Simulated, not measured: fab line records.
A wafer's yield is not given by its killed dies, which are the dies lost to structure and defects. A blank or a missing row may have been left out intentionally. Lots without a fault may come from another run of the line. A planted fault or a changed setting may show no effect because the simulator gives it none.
fab line records ; flow sfqLine
[record] lots = 6; wafers = 18; lastDay = 96
route steps=325 shown M1@58
lots with no fault: from the same line, run without faults
startH: hours from the record's opening day to when the first of the lot's shown wafers began ; waitH: hours from the lot's prior step to this one ; " unchanged from the row above ; L1.1+2: several wafers, shown together as one row ; - no value, or no start given ; * or withheld: withheld ; < > ~ a bound
route shown NAME@n: names a module that has steps shown in the file, with the first one's number in the route ; usual: mean and standard deviation over wafers with no fault ; same: alike in all rows ; chamber/n: place in a boat ; sites: each site's reading ; _std_site: their standard deviation ; _edge_site: mean of outer sites minus mean of inner sites ; radiusMm: how far each site lies from the wafer's centre ; mask NAME#n: copy n ; behind: tool/chamber where the wafer was last shaped ; hold: what put the lot on hold/how long, in hours/how the hold closed ; device: names the non-switching transistor (n, p or np) ; end of line: tests run on the same wafers once the route is complete ; a step with no rows: only its recipe ; killed: at the first sort, the dies lost to defects and structure; wafer yield is something else ; map: a wafer's dies, x killed, . not, _ none there
set.NAME: the setting the step ran with; set.NAME@STEP: the setting that earlier step ran with ; model.NAME: the simulator's own value behind a step, which no gauge read
a table for each step, a row for each wafer; lots at some steps of the route
services: when a tool's chamber went out of use (startH, in hours from the record's first day, below 0 if earlier), for how many hours, and the reason
[[steps]]
[step SFQ_TRILAYER_M1_DEP_PRE_CLEAN_038]
[recipe] gas = Ar; timeS = 22.5; biasV = 250
[step SFQ_TRILAYER_M1_DEP_SPUTTER_037]
[recipe] material = Nb; basePressurePa = 1.33e-06; chamberPressurePa = 0.1333; substrateTempC = 20; resputterCathodeVoltageV = 400; targetThkNm = 200; powerW = 2000; timeS = 133.3
[usual] resputterCathodeVoltageV = 400/4.3; throttleValvePct = 29.7/1.1
lot.wafer;tool;chamber;startH;waitH;resputterCathodeVoltageV;throttleValvePct
L746.2;pvdSputter-06;-;401.69;0.0;404;28.8
L746.3;pvdSputter-06;-;401.69;0.0;403;29.5
L746.4;pvdSputter-06;-;401.69;0.0;400;31.9
L751.2;pvdSputter-05;-;466.48;0.0;400;29.0
L751.3;pvdSputter-05;-;466.48;0.0;402;27.9
L751.5;pvdSputter-05;-;466.48;0.0;403;29.0
L753.2;pvdSputter-05;-;492.12;0.0;400;31.0
L753.3;pvdSputter-05;-;492.12;0.0;395;29.1
L753.4;pvdSputter-05;-;492.12;0.0;410;30.8
L761.2;pvdSputter-06;-;546.52;0.0;398;28.9
L761.3;pvdSputter-06;-;546.52;0.0;408;31.9
L761.6;pvdSputter-06;-;546.52;0.0;405;32.2
L766.1;pvdSputter-06;-;623.58;0.0;398;28.5
L766.2;pvdSputter-06;-;623.58;0.0;401;29.0
L766.4;pvdSputter-06;-;623.58;0.0;403;31.9
L768.1;pvdSputter-06;-;637.80;0.0;399;28.8
L768.2;pvdSputter-06;-;637.80;0.0;398;29.3
L768.3;pvdSputter-06;-;637.80;0.0;403;31.9
[step SFQ_M1_RS_MEAS_909]
[recipe] thkMeasGauge = four-point-probe; reads = Nb_of_TRILAYER_M1_DEP_SPUTTER_037
[usual] M1_NB_RS = 0.893/0.008
lot.wafer;tool;chamber;startH;waitH;M1_NB_RS[ohm/sq]
L746.2;filmMetro-04;-;401.80;0.1;0.886
L746.3;filmMetro-04;-;401.80;0.1;0.890
L746.4;filmMetro-04;-;401.80;0.1;0.882
L751.2;filmMetro-03;-;466.59;0.1;0.885
L751.3;filmMetro-03;-;466.59;0.1;0.886
L751.5;filmMetro-03;-;466.59;0.1;0.886
L753.2;filmMetro-03;-;492.23;0.1;0.877
L753.3;filmMetro-03;-;492.23;0.1;0.885
L753.4;filmMetro-03;-;492.23;0.1;0.888
L761.2;filmMetro-03;-;546.63;0.1;0.888
L761.3;filmMetro-03;-;546.63;0.1;0.881
L761.6;filmMetro-03;-;546.63;0.1;0.877
L766.1;filmMetro-04;-;623.67;0.0;0.892
L766.2;filmMetro-04;-;623.67;0.0;0.889
L766.4;filmMetro-04;-;623.67;0.0;0.890
L768.1;filmMetro-04;-;637.89;0.0;0.880
L768.2;filmMetro-04;-;637.89;0.0;0.879
L768.3;filmMetro-04;-;637.89;0.0;0.876
[step SFQ_TRILAYER_M1_LITHO_COAT_044]
[recipe] resist = BARC; spinRpm = 3000; resistThkNm = 61.27
[step SFQ_TRILAYER_M1_LITHO_COAT_039]
[recipe] resist = KrF; spinRpm = 3000; resistThkNm = 600
[step SFQ_TRILAYER_M1_LITHO_SOFTBAKE_043]
[recipe] tempC = withheld; timeS = withheld; resist = KrF
[step SFQ_TRILAYER_M1_LITHO_EXPOSE_040]
[recipe] maskId = M1; na = 0.6; sourceShape = conventional; sigmaOuter = 0.65; targetCdNm = 500; doseMj = 14.4
[step SFQ_TRILAYER_M1_LITHO_PEB_042]
[recipe] pebTempC = 115; pebTimeS = 60; resist = KrF
[step SFQ_TRILAYER_M1_LITHO_DEVELOP_041]
[recipe] timeS = 60; resist = KrF
[step SFQ_M1_OVL_MEAS_911]
[usual] M1_OVL = 1/5
lot.wafer;tool;chamber;startH;waitH;M1_OVL[nm]
L746.2;overlay-02;-;555.48;0.1;8
L746.3;overlay-02;-;555.48;0.1;1
L746.4;overlay-02;-;555.48;0.1;5
L751.2;overlay-01;-;623.61;0.1;7
L751.3;overlay-01;-;623.61;0.1;4
L751.5;overlay-01;-;623.61;0.1;3
L753.2;overlay-02;-;647.61;0.1;0
L753.3;overlay-02;-;647.61;0.1;-5
L753.4;overlay-02;-;647.61;0.1;0
L761.2;overlay-01;-;703.81;0.1;-6
L761.3;overlay-01;-;703.81;0.1;1
L761.6;overlay-01;-;703.81;0.1;-2
L766.1;overlay-01;-;778.79;0.1;3
L766.2;overlay-01;-;778.79;0.1;8
L766.4;overlay-01;-;778.79;0.1;8
L768.1;overlay-02;-;799.19;0.1;-4
L768.2;overlay-02;-;799.19;0.1;-3
L768.3;overlay-02;-;799.19;0.1;-6
[step SFQ_TRILAYER_M1_BARC_OPEN_METAL_ETCH_054]
[recipe] maskMaterial = PR; chemistry = O2; targetDepthNm = 125; target = BARC; icpW = 600; biasW = 80; pressureMtorr = 10; timeS = 41.7
[usual] biasW = 80.04/0.23; drypumpMotorCurrentA = 5.9/0.32; oesProductAu = 0.682/0.0045
lot.wafer;tool;chamber;startH;waitH;biasW;drypumpMotorCurrentA;oesProductAu;rfHoursCounterH
L746.2;rieMetal-02;1;555.51;0.0;79.80;6.0;0.686;134
L746.3;rieMetal-02;1;555.51;0.0;79.85;6.0;0.677;-
L746.4;rieMetal-02;0;555.51;0.0;80.11;5.4;0.675;-
L751.2;rieMetal-04;1;623.64;0.0;80.39;6.3;0.682;22
L751.3;rieMetal-04;1;623.64;0.0;80.15;6.4;0.680;-
L751.5;rieMetal-04;1;623.64;0.0;80.42;6.3;0.682;-
L753.2;rieMetal-04;1;647.64;0.0;79.95;6.4;0.689;25
L753.3;rieMetal-04;1;647.64;0.0;80.07;6.4;0.684;-
L753.4;rieMetal-04;0;647.64;0.0;79.61;5.7;0.686;-
L761.2;rieMetal-01;1;703.84;0.0;80.40;5.9;0.681;48
L761.3;rieMetal-01;0;703.84;0.0;79.97;5.6;0.681;-
L761.6;rieMetal-01;1;703.84;0.0;80.00;5.9;0.674;-
L766.1;rieMetal-04;0;778.83;0.0;79.98;5.7;0.671;75
L766.2;rieMetal-04;1;778.83;0.0;79.92;6.3;0.680;42
L766.4;rieMetal-04;0;778.83;0.0;79.79;5.7;0.683;-
L768.1;rieMetal-02;0;799.23;0.0;80.29;5.5;0.672;46
L768.2;rieMetal-02;1;799.23;0.0;80.14;6.0;0.679;10
L768.3;rieMetal-02;0;799.23;0.0;80.43;5.5;0.683;-
[step SFQ_TRILAYER_M1_ETCH_METAL_ETCH_042]
[recipe] target = Nb; stopOn = SiO2; maskMaterial = PR; chemistry = Cl2/Ar; targetDepthNm = 240; icpW = 600; biasW = 80; pressureMtorr = 10; timeS = 120
[usual] biasW = 80.06/0.24; drypumpMotorCurrentA = 5.9/0.33; oesProductAu = 0.893/0.0065
lot.wafer;tool;chamber;startH;waitH;biasW;drypumpMotorCurrentA;oesProductAu;rfHoursCounterH;model.KrF_of_TRILAYER_M1_LITHO_COAT_039.thkNm
L746.2;rieMetal-02;1;555.57;0.0;79.97;6.0;0.898;134;383.8
L746.3;rieMetal-02;1;555.57;0.0;80.18;6.0;0.882;-;384
L746.4;rieMetal-02;0;555.57;0.0;80.04;5.5;0.900;-;385.4
L751.2;rieMetal-04;1;623.70;0.0;86.18;6.4;0.903;22;379.1
L751.3;rieMetal-04;1;623.70;0.0;85.92;6.4;0.896;-;379.6
L751.5;rieMetal-04;1;623.70;0.0;86.09;6.4;0.897;-;379.3
L753.2;rieMetal-04;1;647.70;0.0;86.17;6.3;0.905;25;376
L753.3;rieMetal-04;1;647.70;0.0;86.33;6.4;0.893;-;377.6
L753.4;rieMetal-04;0;647.70;0.0;86.14;5.7;0.891;-;378.6
L761.2;rieMetal-01;1;703.90;0.0;79.74;5.8;0.890;48;379.8
L761.3;rieMetal-01;0;703.90;0.0;79.89;5.6;0.906;-;381.3
L761.6;rieMetal-01;1;703.90;0.0;79.67;5.9;0.897;-;377.5
L766.1;rieMetal-04;0;778.89;0.0;80.05;5.7;0.885;75;385.7
L766.2;rieMetal-04;1;778.89;0.0;79.93;6.4;0.899;42;383.8
L766.4;rieMetal-04;0;778.89;0.0;80.38;5.7;0.892;-;384
L768.1;rieMetal-02;0;799.29;0.0;80.46;5.5;0.894;46;381
L768.2;rieMetal-02;1;799.29;0.0;79.92;6.0;0.901;11;383.1
L768.3;rieMetal-02;0;799.29;0.0;80.34;5.5;0.903;-;382.1
[step SFQ_TRILAYER_M1_STRIP_STRIP_043]
[recipe] gas = O2; powerW = 200; platenTempC = 40; overashFraction = 0.65; chemistry = O2; pressureMtorr = 50
[usual] drypumpMotorCurrentA = 5.9/0.33; oesProductAu = 0.997/0.0084; platenTempC = 39.99/0.11
lot.wafer;tool;chamber;startH;waitH;drypumpMotorCurrentA;oesProductAu;platenTempC;rfHoursCounterH
L746.2;rieMetal-02;1;555.70;0.1;6.0;0.993;40.14;134
L746.3;rieMetal-02;1;555.70;0.1;6.0;1.001;39.99;-
L746.4;rieMetal-02;0;555.70;0.1;5.5;0.998;40.09;-
L751.2;rieMetal-04;1;623.83;0.1;6.4;0.993;39.94;22
L751.3;rieMetal-04;1;623.83;0.1;6.3;0.997;39.88;-
L751.5;rieMetal-04;1;623.83;0.1;6.4;0.989;40.02;-
L753.2;rieMetal-04;1;647.83;0.1;6.4;0.993;40.17;25
L753.3;rieMetal-04;1;647.83;0.1;6.4;0.992;40.17;-
L753.4;rieMetal-04;0;647.83;0.1;5.7;0.989;40.12;-
L761.2;rieMetal-01;1;704.03;0.1;5.9;1.001;40.03;48
L761.3;rieMetal-01;0;704.03;0.1;5.6;1.009;39.95;-
L761.6;rieMetal-01;1;704.03;0.1;5.9;0.998;40.15;-
L766.1;rieMetal-04;0;779.01;0.1;5.7;0.989;40.04;75
L766.2;rieMetal-04;1;779.01;0.1;6.4;0.995;39.92;42
L766.4;rieMetal-04;0;779.01;0.1;5.7;0.984;40.09;-
L768.1;rieMetal-02;0;799.41;0.1;5.4;1.000;40.05;46
L768.2;rieMetal-02;1;799.41;0.1;6.0;0.987;39.66;11
L768.3;rieMetal-02;0;799.41;0.1;5.5;1.001;40.19;-
[[services]]
tool;chamber;startH;hours;kind
pvdSputter-05;-;394.59;1.0;repair
rieMetal-04;0;403.94;4.1;repair
pvdSputter-06;-;429.79;3.8;repair
rieMetal-04;1;437.53;-;clean
rieMetal-04;1;437.53;19.4;scheduledDown
rieMetal-02;0;443.30;3.7;repair
pvdSputter-05;-;455.33;2.0;repair
rieMetal-01;0;466.84;1.7;repair
rieMetal-02;-;473.65;1.1;repair
pvdSputter-05;-;478.65;7.6;repair
pvdSputter-06;-;481.36;7.0;repair
rieMetal-04;0;508.99;12.4;repair
pvdSputter-05;-;520.24;4.4;repair
rieMetal-02;-;553.95;1.3;repair
pvdSputter-06;-;567.74;1.5;repair
pvdSputter-06;-;580.19;5.8;repair
rieMetal-01;-;583.15;0.7;repair
pvdSputter-05;-;616.95;0.7;repair
rieMetal-04;-;699.33;0.6;repair
rieMetal-02;-;711.10;28.1;pm
pvdSputter-06;-;724.98;4.8;repair
rieMetal-01;1;761.62;24.7;repair
rieMetal-04;0;764.15;5.4;repair
pvdSputter-05;-;786.75;8.1;repair
[[key]]
[firstSign] step = SFQ_TRILAYER_M1_ETCH_METAL_ETCH_042; reading = biasW; direction = up; sigmas = 25; usual = 80.06; struck = 86.14
effect none on later readings
[modelEffect] step = SFQ_TRILAYER_M1_ETCH_METAL_ETCH_042; value = KrF_of_TRILAYER_M1_LITHO_COAT_039.thkNm; without = 382; struck = 378.4
metAt SFQ_TRILAYER_M1_ETCH_METAL_ETCH_042
struckWafers L751.2,L751.3,L751.5,L753.2,L753.3,L753.4
[fault] kind = processParameterDrift; tool = rieMetal-04; chamber = -; onsetH = 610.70; steps = SFQ_TRILAYER_M1_ETCH_METAL_ETCH_042; channel = biasW; offset = 5.9598; shape = step; endH = 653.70; actsIn = theseRecipesOnly; stated = 80
